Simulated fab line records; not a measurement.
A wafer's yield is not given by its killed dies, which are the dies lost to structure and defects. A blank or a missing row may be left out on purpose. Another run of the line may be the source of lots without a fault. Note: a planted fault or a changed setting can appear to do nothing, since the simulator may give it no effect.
fab line records    flow gf180mcu
record: lots: 24  wafers: 72  lastDay: 34
route steps=602 shown M2@378 V3@434 V4@481
lots that met no fault: from a run of the same line without faults
startH: start of the lot's first displayed wafer, in hours after the record's first day    waitH: hours from the lot's prior step to this one    " same as the row above    L1.1+2: a single row standing in for several wafers    - no value, or no start was given    * or withheld: withheld    < > ~ a bound
route shown NAME@n: names a module that has steps shown in the file, with the first one's number in the route    usual: mean/standard deviation taken from wafers without a fault    same: alike in all rows    chamber/n: place in a boat    sites: per-site readings    _std_site: how widely they spread, as a standard deviation    _edge_site: the outer-site mean with the inner-site mean subtracted    radiusMm: how far each site lies from the wafer's centre    mask NAME#n: copy n    behind: the last tool/chamber to shape the wafer    hold: cause of the lot's hold/its duration in hours/its outcome    device: whichever transistor did not switch (one of n, p or np)    end of line: the route-end tests of the same wafers    where a step has no rows: the recipe by itself    killed: count of dies lost to structure and defects at first sort (not the wafer's yield)    map: shows each die of a wafer: x if killed, . if not, _ if none is there
set.NAME: the setting the step ran with; set.NAME@STEP: the setting that earlier step ran with    model.NAME: the simulator's own value behind a step, which no gauge read
route steps across a sampled set of lots; one table per step, one row per wafer
services: when a tool's chamber went out of use (startH, in hours from the record's first day, below 0 if earlier), for how many hours, and the reason
== steps ==
step: GF_M2_METAL_ETCH_16
recipe: chemistry: Cl2/BCl3  maskMaterial: KrF  targetDepthNm: 750.8  stopOn: SiO2  pressureMtorr: 8  icpW: 800  biasW: 140  Cl2_flow_sccm: 80  bcl3FlowSccm: 40  timeS: 125.1
usual: drypumpMotorCurrentA: 5.6/0.38  oesProductAu: 0.992/0.0061  throttleValvePct: 28.230/0.0097
lot.wafer  tool         chamber  startH  waitH  drypumpMotorCurrentA  oesProductAu  rfHoursCounterH  throttleValvePct
L074.1     rieMetal-04  0        436.23  0.0    6.3                   0.998         2                28.225
L074.3     "            1        "       "      5.4                   0.997         -                28.244
L074.4     "            0        "       "      6.2                   1.006         -                28.220
L075.1     rieMetal-01  1        442.93  0.0    5.5                   0.988         11               28.241
L075.3     "            1        "       "      5.5                   0.989         -                28.246
L075.5     "            0        "       "      5.5                   0.986         -                28.253
L076.1     rieMetal-01  0        449.07  0.0    5.5                   0.983         9                28.236
L076.2     "            1        "       "      5.5                   0.989         12               28.230
L076.3     "            1        "       "      5.5                   0.996         -                28.220
L077.1     rieMetal-04  1        468.11  0.0    5.4                   0.990         4                28.236
L077.5     "            1        "       "      5.3                   0.988         -                28.231
L077.6     "            0        "       "      6.2                   0.994         -                28.221
L078.2     rieMetal-04  0        474.77  0.0    6.3                   0.993         3                28.232
L078.3     "            0        "       "      6.3                   1.003         -                28.215
L078.5     "            0        "       "      6.3                   0.998         -                28.214
L079.2     rieMetal-03  0        478.61  0.0    5.2                   0.991         4                28.228
L079.3     "            0        "       "      5.2                   0.989         -                28.229
L079.4     "            1        "       "      5.9                   0.987         -                28.233
L080.1     rieMetal-04  0        493.23  0.0    6.3                   0.986         4                28.229
L080.3     "            0        "       "      6.3                   0.994         -                28.234
L080.6     "            0        "       "      6.3                   0.998         -                28.240
L081.2     rieMetal-04  0        504.48  0.0    6.3                   1.006         4                28.231
L081.4     "            0        "       "      6.2                   1.000         -                28.232
L081.6     "            0        "       "      6.3                   0.999         -                28.229
L082.2     rieMetal-01  0        508.63  0.0    5.5                   0.987         11               28.241
L082.3     "            1        "       "      5.5                   0.996         -                28.234
L082.6     "            0        "       "      5.5                   0.987         -                28.236
L083.2     rieMetal-01  1        519.81  0.0    5.5                   0.989         13               28.227
L083.4     "            0        "       "      5.5                   0.969         -                28.255
L083.6     "            1        "       "      5.5                   0.991         -                28.240
L084.3     rieMetal-04  0        527.87  0.1    6.3                   0.997         -                28.226
L084.4     "            1        "       "      5.4                   0.990         -                28.223
L084.5     "            0        "       "      6.2                   0.998         -                28.216
L085.1     rieMetal-04  0        534.18  0.0    6.2                   0.995         5                28.217
L085.5     "            1        "       "      5.4                   0.986         -                28.236
L085.6     "            0        "       "      6.3                   0.990         -                28.227
L086.2     rieMetal-04  1        542.71  0.0    5.4                   0.995         6                28.234
L086.4     "            1        "       "      5.4                   0.988         -                28.227
L086.5     "            1        "       "      5.4                   1.000         -                28.239
L087.2     rieMetal-04  1        551.66  0.0    5.4                   0.991         6                28.239
L087.3     "            1        "       "      5.4                   0.992         -                28.234
L087.5     "            1        "       "      5.4                   0.991         -                28.236
L088.1     rieMetal-01  1        557.73  0.0    5.5                   0.990         15               28.239
L088.4     "            1        "       "      5.5                   0.977         -                28.223
L088.6     "            0        "       "      5.5                   1.000         -                28.223
L089.4     rieMetal-03  1        571.47  0.1    5.9                   0.995         -                28.238
L089.5     "            0        "       "      5.2                   0.993         -                28.215
L089.6     "            1        "       "      5.8                   0.985         -                28.223
L090.1     rieMetal-01  0        573.51  0.0    5.5                   0.989         13               28.232
L090.5     "            0        "       "      5.5                   0.986         -                28.233
L090.6     "            1        "       "      5.5                   0.998         -                28.245
L091.1     rieMetal-03  0        579.51  0.0    5.1                   0.989         7                28.243
L091.2     "            1        "       "      5.8                   0.987         9                28.229
L091.5     "            0        "       "      5.2                   1.002         -                28.232
L092.1     rieMetal-04  1        588.32  0.0    5.4                   0.994         7                28.206
L092.2     "            0        "       "      6.2                   0.988         6                28.217
L092.4     "            0        "       "      6.3                   0.990         -                28.229
L093.3     rieMetal-01  0        597.91  0.1    5.5                   0.978         -                28.233
L093.4     "            1        "       "      5.5                   0.986         -                28.235
L093.5     "            1        "       "      5.5                   0.977         -                28.250
L094.3     rieMetal-04  1        606.57  0.1    5.4                   0.990         -                28.221
L094.4     "            0        "       "      6.2                   0.991         -                28.226
L094.5     "            0        "       "      6.2                   0.987         -                28.215
L095.2     rieMetal-03  1        611.56  0.0    5.9                   1.000         10               28.227
L095.4     "            1        "       "      5.8                   0.994         -                28.227
L095.6     "            0        "       "      5.2                   0.996         -                28.227
L096.1     rieMetal-03  0        620.97  0.0    5.2                   0.997         8                28.243
L096.2     "            1        "       "      5.9                   0.991         11               28.227
L096.6     "            1        "       "      5.9                   0.994         -                28.226
L097.2     rieMetal-03  1        629.38  0.0    5.8                   0.990         11               28.235
L097.4     "            1        "       "      5.9                   0.989         -                28.222
L097.5     "            0        "       "      5.2                   0.998         -                28.231
step: GF_V3_BOW_MEAS_05
recipe: mode: bow
usual: V3_BOW: 117/9.2
lot.wafer  tool          chamber  startH  waitH  V3_BOW[um]
L074.1     filmMetro-02  -        488.49  0.2    102
L074.3     "             -        "       "      125
L074.4     "             -        "       "      118
L075.1     filmMetro-01  -        495.83  0.2    120
L075.3     "             -        "       "      113
L075.5     "             -        "       "      112
L076.1     filmMetro-01  -        502.25  0.1    124
L076.2     "             -        "       "      119
L076.3     "             -        "       "      135
L077.1     filmMetro-01  -        519.67  0.1    125
L077.5     "             -        "       "      124
L077.6     "             -        "       "      119
L078.2     filmMetro-01  -        526.23  0.2    112
L078.3     "             -        "       "      116
L078.5     "             -        "       "      113
L079.2     filmMetro-01  -        529.46  0.1    111
L079.3     "             -        "       "      122
L079.4     "             -        "       "      116
L080.1     filmMetro-02  -        544.23  0.1    115
L080.3     "             -        "       "      120
L080.6     "             -        "       "      104
L081.2     filmMetro-01  -        555.28  0.2    130
L081.4     "             -        "       "      115
L081.6     "             -        "       "      128
L082.2     filmMetro-03  -        557.61  0.1    99
L082.3     "             -        "       "      104
L082.6     "             -        "       "      105
L083.2     filmMetro-01  -        570.37  0.1    99
L083.4     "             -        "       "      135
L083.6     "             -        "       "      115
L084.3     filmMetro-01  -        577.19  0.2    110
L084.4     "             -        "       "      124
L084.5     "             -        "       "      125
L085.1     filmMetro-01  -        582.75  0.2    147
L085.5     "             -        "       "      120
L085.6     "             -        "       "      135
L086.2     filmMetro-02  -        590.13  0.2    119
L086.4     "             -        "       "      106
L086.5     "             -        "       "      114
L087.2     filmMetro-02  -        599.62  0.3    115
L087.3     "             -        "       "      126
L087.5     "             -        "       "      113
L088.1     filmMetro-03  -        604.60  0.1    102
L088.4     "             -        "       "      107
L088.6     "             -        "       "      114
L089.4     filmMetro-01  -        617.53  0.3    125
L089.5     "             -        "       "      118
L089.6     "             -        "       "      116
L090.1     filmMetro-02  -        620.06  0.2    113
L090.5     "             -        "       "      101
L090.6     "             -        "       "      113
L091.1     filmMetro-02  -        624.92  0.2    119
L091.2     "             -        "       "      116
L091.5     "             -        "       "      111
L092.1     filmMetro-03  -        633.19  0.1    108
L092.2     "             -        "       "      107
L092.4     "             -        "       "      112
L093.3     filmMetro-02  -        642.79  0.2    121
L093.4     "             -        "       "      108
L093.5     "             -        "       "      130
L094.3     filmMetro-03  -        650.45  0.3    119
L094.4     "             -        "       "      112
L094.5     "             -        "       "      125
L095.2     filmMetro-03  -        656.70  0.2    108
L095.4     "             -        "       "      120
L095.6     "             -        "       "      120
L096.1     filmMetro-01  -        664.90  0.1    118
L096.2     "             -        "       "      119
L096.6     "             -        "       "      102
L097.2     filmMetro-01  -        672.82  0.1    128
L097.4     "             -        "       "      123
L097.5     "             -        "       "      118
step: GF_V3_CVD_23
recipe: material: W  targetThkNm: 350  timeS: 104.9  tempC: 400  pressureTorr: 40
usual: heaterPowerW: 798/47
lot.wafer  tool     chamber  startH  waitH  heaterPowerW
L074.1     cvdW-02  1        513.06  0.0    803
L074.3     "        1        "       "      812
L074.4     "        0        "       "      875
L075.1     cvdW-02  0        520.43  0.0    895
L075.3     "        0        "       "      861
L075.5     "        0        "       "      886
L076.1     cvdW-01  0        526.71  0.0    735
L076.2     "        1        "       "      749
L076.3     "        0        "       "      743
L077.1     cvdW-01  1        543.46  0.0    774
L077.5     "        0        "       "      759
L077.6     "        1        "       "      784
L078.2     cvdW-01  1        549.87  0.0    772
L078.3     "        1        "       "      786
L078.5     "        1        "       "      788
L079.2     cvdW-01  0        553.54  0.0    761
L079.3     "        0        "       "      751
L079.4     "        1        "       "      787
L080.1     cvdW-01  0        567.65  0.0    768
L080.3     "        1        "       "      769
L080.6     "        0        "       "      764
L081.2     cvdW-01  0        577.43  0.1    748
L081.4     "        0        "       "      759
L081.6     "        0        "       "      753
L082.2     cvdW-01  0        580.78  0.1    745
L082.3     "        0        "       "      762
L082.6     "        0        "       "      765
L083.2     cvdW-01  0        592.39  0.0    753
L083.4     "        1        "       "      774
L083.6     "        1        "       "      783
L084.3     cvdW-01  1        599.41  0.1    764
L084.4     "        0        "       "      776
L084.5     "        1        "       "      753
L085.1     cvdW-02  0        605.11  0.0    868
L085.5     "        0        "       "      889
L085.6     "        1        "       "      813
L086.2     cvdW-02  1        612.45  0.0    800
L086.4     "        1        "       "      818
L086.5     "        1        "       "      818
L087.2     cvdW-02  0        621.29  0.0    873
L087.3     "        1        "       "      807
L087.5     "        1        "       "      812
L088.1     cvdW-01  0        625.95  0.0    745
L088.4     "        1        "       "      756
L088.6     "        1        "       "      759
L089.4     cvdW-02  0        639.20  0.1    862
L089.5     "        1        "       "      815
L089.6     "        0        "       "      912
L090.1     cvdW-01  1        641.06  0.0    806
L090.5     "        0        "       "      759
L090.6     "        1        "       "      775
L091.1     cvdW-02  1        646.35  0.0    831
L091.2     "        0        "       "      901
L091.5     "        0        "       "      877
L092.1     cvdW-01  1        653.90  0.0    772
L092.2     "        0        "       "      755
L092.4     "        0        "       "      768
L093.3     cvdW-02  1        663.45  0.1    820
L093.4     "        0        "       "      891
L093.5     "        0        "       "      867
L094.3     cvdW-02  1        671.01  0.1    825
L094.4     "        0        "       "      879
L094.5     "        1        "       "      804
L095.2     cvdW-02  0        676.90  0.0    885
L095.4     "        1        "       "      792
L095.6     "        0        "       "      893
L096.1     cvdW-01  1        685.19  0.0    785
L096.2     "        0        "       "      757
L096.6     "        1        "       "      787
L097.2     cvdW-01  0        693.10  0.0    772
L097.4     "        0        "       "      787
L097.5     "        1        "       "      779
step: GF_V4_BOW_MEAS_05
recipe: mode: bow
usual: V4_BOW: 135/9
lot.wafer  tool          chamber  startH  waitH  V4_BOW[um]
L074.1     filmMetro-04  -        538.45  0.1    119
L074.3     "             -        "       "      144
L074.4     "             -        "       "      137
L075.1     filmMetro-03  -        545.05  0.1    141
L075.3     "             -        "       "      134
L075.5     "             -        "       "      134
L076.1     filmMetro-04  -        551.75  0.1    143
L076.2     "             -        "       "      137
L076.3     "             -        "       "      153
L077.1     filmMetro-02  -        567.94  0.1    142
L077.5     "             -        "       "      141
L077.6     "             -        "       "      137
L078.2     filmMetro-03  -        574.40  0.2    129
L078.3     "             -        "       "      132
L078.5     "             -        "       "      129
L079.2     filmMetro-03  -        577.05  0.2    129
L079.3     "             -        "       "      139
L079.4     "             -        "       "      134
L080.1     filmMetro-03  -        591.40  0.1    141
L080.3     "             -        "       "      146
L080.6     "             -        "       "      129
L081.2     filmMetro-02  -        600.70  0.3    142
L081.4     "             -        "       "      127
L081.6     "             -        "       "      141
L082.2     filmMetro-02  -        604.07  0.3    116
L082.3     "             -        "       "      122
L082.6     "             -        "       "      122
L083.2     filmMetro-02  -        615.51  0.2    114
L083.4     "             -        "       "      149
L083.6     "             -        "       "      130
L084.3     filmMetro-02  -        622.32  0.2    125
L084.4     "             -        "       "      139
L084.5     "             -        "       "      141
L085.1     filmMetro-03  -        628.09  0.1    155
L085.5     "             -        "       "      129
L085.6     "             -        "       "      142
L086.2     filmMetro-02  -        635.09  0.1    131
L086.4     "             -        "       "      117
L086.5     "             -        "       "      125
L087.2     filmMetro-04  -        643.51  0.2    141
L087.3     "             -        "       "      152
L087.5     "             -        "       "      140
L088.1     filmMetro-04  -        648.59  0.1    122
L088.4     "             -        "       "      126
L088.6     "             -        "       "      134
L089.4     filmMetro-03  -        660.37  0.3    143
L089.5     "             -        "       "      138
L089.6     "             -        "       "      136
L090.1     filmMetro-02  -        663.13  0.1    129
L090.5     "             -        "       "      118
L090.6     "             -        "       "      131
L091.1     filmMetro-02  -        667.74  0.1    131
L091.2     "             -        "       "      129
L091.5     "             -        "       "      124
L092.1     filmMetro-04  -        675.20  0.1    128
L092.2     "             -        "       "      125
L092.4     "             -        "       "      133
L093.3     filmMetro-04  -        685.00  0.2    139
L093.4     "             -        "       "      126
L093.5     "             -        "       "      150
L094.3     filmMetro-04  -        691.84  0.2    140
L094.4     "             -        "       "      134
L094.5     "             -        "       "      146
L095.2     filmMetro-03  -        697.57  0.2    131
L095.4     "             -        "       "      143
L095.6     "             -        "       "      144
L096.1     filmMetro-03  -        706.46  0.2    139
L096.2     "             -        "       "      140
L096.6     "             -        "       "      123
L097.2     filmMetro-02  -        713.67  0.3    146
L097.4     "             -        "       "      140
L097.5     "             -        "       "      135
step: GF_V4_SPUTTER_21
recipe: material: Ti  targetThkNm: 15  chamberPressurePa: 5  powerW: 2500  substrateTempC: 200  timeS: 80.02
usual: throttleValvePct: 29.4/0.93
lot.wafer  tool           chamber  startH  waitH  throttleValvePct
L074.1     pvdSputter-01  -        561.61  0.0    29.6
L074.3     "              -        "       "      29.7
L074.4     "              -        "       "      29.9
L075.1     pvdSputter-02  -        568.26  0.0    29.9
L075.3     "              -        "       "      28.8
L075.5     "              -        "       "      28.0
L076.1     pvdSputter-01  -        574.53  0.0    29.9
L076.2     "              -        "       "      29.6
L076.3     "              -        "       "      29.8
L077.1     pvdSputter-01  -        590.38  0.0    30.0
L077.5     "              -        "       "      29.7
L077.6     "              -        "       "      32.2
L078.2     pvdSputter-02  -        596.06  0.0    28.9
L078.3     "              -        "       "      29.7
L078.5     "              -        "       "      29.8
L079.2     pvdSputter-04  -        599.17  0.0    29.6
L079.3     "              -        "       "      30.3
L079.4     "              -        "       "      30.1
L080.1     pvdSputter-01  -        613.65  0.0    29.7
L080.3     "              -        "       "      32.2
L080.6     "              -        "       "      32.3
L081.2     pvdSputter-02  -        622.58  0.0    28.9
L081.4     "              -        "       "      29.0
L081.6     "              -        "       "      29.1
L082.2     pvdSputter-02  -        625.30  0.0    27.9
L082.3     "              -        "       "      29.9
L082.6     "              -        "       "      29.1
L083.2     pvdSputter-02  -        637.36  0.0    28.8
L083.4     "              -        "       "      29.0
L083.6     "              -        "       "      28.7
L084.3     pvdSputter-01  -        643.71  0.0    32.1
L084.4     "              -        "       "      29.8
L084.5     "              -        "       "      30.0
L085.1     pvdSputter-02  -        648.45  0.0    28.7
L085.5     "              -        "       "      28.6
L085.6     "              -        "       "      29.2
L086.2     pvdSputter-02  -        656.00  0.0    29.1
L086.4     "              -        "       "      28.0
L086.5     "              -        "       "      29.1
L087.2     pvdSputter-02  -        664.33  0.0    28.8
L087.3     "              -        "       "      29.3
L087.5     "              -        "       "      29.1
L088.1     pvdSputter-01  -        669.42  0.0    29.9
L088.4     "              -        "       "      29.7
L088.6     "              -        "       "      29.6
L089.4     pvdSputter-04  -        680.83  0.0    29.5
L089.5     "              -        "       "      30.1
L089.6     "              -        "       "      30.2
L090.1     pvdSputter-04  -        683.15  0.0    30.1
L090.5     "              -        "       "      30.4
L090.6     "              -        "       "      29.5
L091.1     pvdSputter-02  -        687.07  0.0    29.0
L091.2     "              -        "       "      28.2
L091.5     "              -        "       "      29.2
L092.1     pvdSputter-02  -        694.58  0.0    29.0
L092.2     "              -        "       "      28.7
L092.4     "              -        "       "      29.7
L093.3     pvdSputter-02  -        704.57  0.0    28.7
L093.4     "              -        "       "      29.5
L093.5     "              -        "       "      27.8
L094.3     pvdSputter-04  -        711.10  0.0    29.5
L094.4     "              -        "       "      30.2
L094.5     "              -        "       "      29.5
L095.2     pvdSputter-01  -        717.87  0.0    29.8
L095.4     "              -        "       "      29.7
L095.6     "              -        "       "      29.9
L096.1     pvdSputter-02  -        725.43  0.0    29.8
L096.2     "              -        "       "      28.1
L096.6     "              -        "       "      29.1
L097.2     pvdSputter-02  -        732.21  0.0    28.7
L097.4     "              -        "       "      28.8
L097.5     "              -        "       "      28.9
step: GF_V4_CVD_23
recipe: material: W  targetThkNm: 350  timeS: 104.9  tempC: 400  pressureTorr: 40
usual: heaterPowerW: 813/47
lot.wafer  tool     chamber  startH  waitH  heaterPowerW
L074.1     cvdW-01  0        561.71  0.0    739
L074.3     "        1        "       "      807
L074.4     "        0        "       "      781
L075.1     cvdW-02  1        568.36  0.0    820
L075.3     "        1        "       "      797
L075.5     "        1        "       "      833
L076.1     cvdW-01  0        574.63  0.0    760
L076.2     "        1        "       "      773
L076.3     "        1        "       "      773
L077.1     cvdW-02  0        590.48  0.0    875
L077.5     "        1        "       "      830
L077.6     "        0        "       "      894
L078.2     cvdW-01  1        596.16  0.0    755
L078.3     "        1        "       "      796
L078.5     "        1        "       "      773
L079.2     cvdW-02  0        599.27  0.0    891
L079.3     "        1        "       "      816
L079.4     "        0        "       "      879
L080.1     cvdW-02  0        613.77  0.0    890
L080.3     "        1        "       "      826
L080.6     "        1        "       "      807
L081.2     cvdW-02  0        622.68  0.0    877
L081.4     "        0        "       "      879
L081.6     "        0        "       "      901
L082.2     cvdW-02  0        625.40  0.0    886
L082.3     "        1        "       "      841
L082.6     "        0        "       "      856
L083.2     cvdW-01  0        637.46  0.0    769
L083.4     "        1        "       "      754
L083.6     "        1        "       "      789
L084.3     cvdW-01  0        643.86  0.1    765
L084.4     "        1        "       "      765
L084.5     "        0        "       "      765
L085.1     cvdW-01  1        648.55  0.0    785
L085.5     "        1        "       "      784
L085.6     "        0        "       "      765
L086.2     cvdW-02  0        656.10  0.0    878
L086.4     "        0        "       "      864
L086.5     "        1        "       "      819
L087.2     cvdW-02  1        664.43  0.0    833
L087.3     "        0        "       "      871
L087.5     "        1        "       "      815
L088.1     cvdW-02  1        669.52  0.0    789
L088.4     "        0        "       "      879
L088.6     "        0        "       "      880
L089.4     cvdW-01  1        680.94  0.0    779
L089.5     "        1        "       "      770
L089.6     "        0        "       "      766
L090.1     cvdW-02  0        683.25  0.0    896
L090.5     "        0        "       "      885
L090.6     "        1        "       "      828
L091.1     cvdW-01  1        687.17  0.0    808
L091.2     "        0        "       "      757
L091.5     "        1        "       "      775
L092.1     cvdW-02  1        694.68  0.0    809
L092.2     "        0        "       "      868
L092.4     "        0        "       "      897
L093.3     cvdW-01  1        704.70  0.1    775
L093.4     "        0        "       "      772
L093.5     "        1        "       "      776
L094.3     cvdW-01  1        711.24  0.1    780
L094.4     "        0        "       "      753
L094.5     "        1        "       "      778
L095.2     cvdW-02  1        717.97  0.0    846
L095.4     "        0        "       "      877
L095.6     "        0        "       "      882
L096.1     cvdW-02  0        725.53  0.0    874
L096.2     "        1        "       "      797
L096.6     "        1        "       "      807
L097.2     cvdW-01  0        732.31  0.0    756
L097.4     "        1        "       "      797
L097.5     "        0        "       "      763
== services ==
tool           chamber  startH  hours  kind
cvdW-01        -        424.50  3.8    pm
rieMetal-03    -        431.97  1.1    repair
rieMetal-03    -        445.33  0.3    repair
cvdW-01        -        468.71  6.9    pm
cvdW-01        -        480.47  0.3    repair
pvdSputter-02  -        491.67  2.4    repair
pvdSputter-04  -        493.46  2.8    repair
rieMetal-04    -        506.30  14.6   pm
cvdW-02        -        530.66  4.3    pm
cvdW-01        0        540.21  3.1    repair
cvdW-02        0        545.94  13.5   repair
pvdSputter-04  -        554.87  3.7    repair
rieMetal-01    1        566.86  4.0    repair
rieMetal-01    1        574.54  -      clean
rieMetal-01    1        574.54  17.4   scheduledDown
cvdW-01        1        576.06  14.3   repair
pvdSputter-01  -        614.00  0.5    repair
pvdSputter-04  -        624.07  1.3    repair
rieMetal-03    -        624.55  4.6    repair
pvdSputter-02  3        631.63  -      consumableReplace:kit
pvdSputter-02  3        631.63  18.0   scheduledDown
pvdSputter-02  3        631.63  18.0   ventCycle
cvdW-02        -        646.94  0.7    repair
pvdSputter-02  -        651.18  3.3    repair
== key ==
fault none
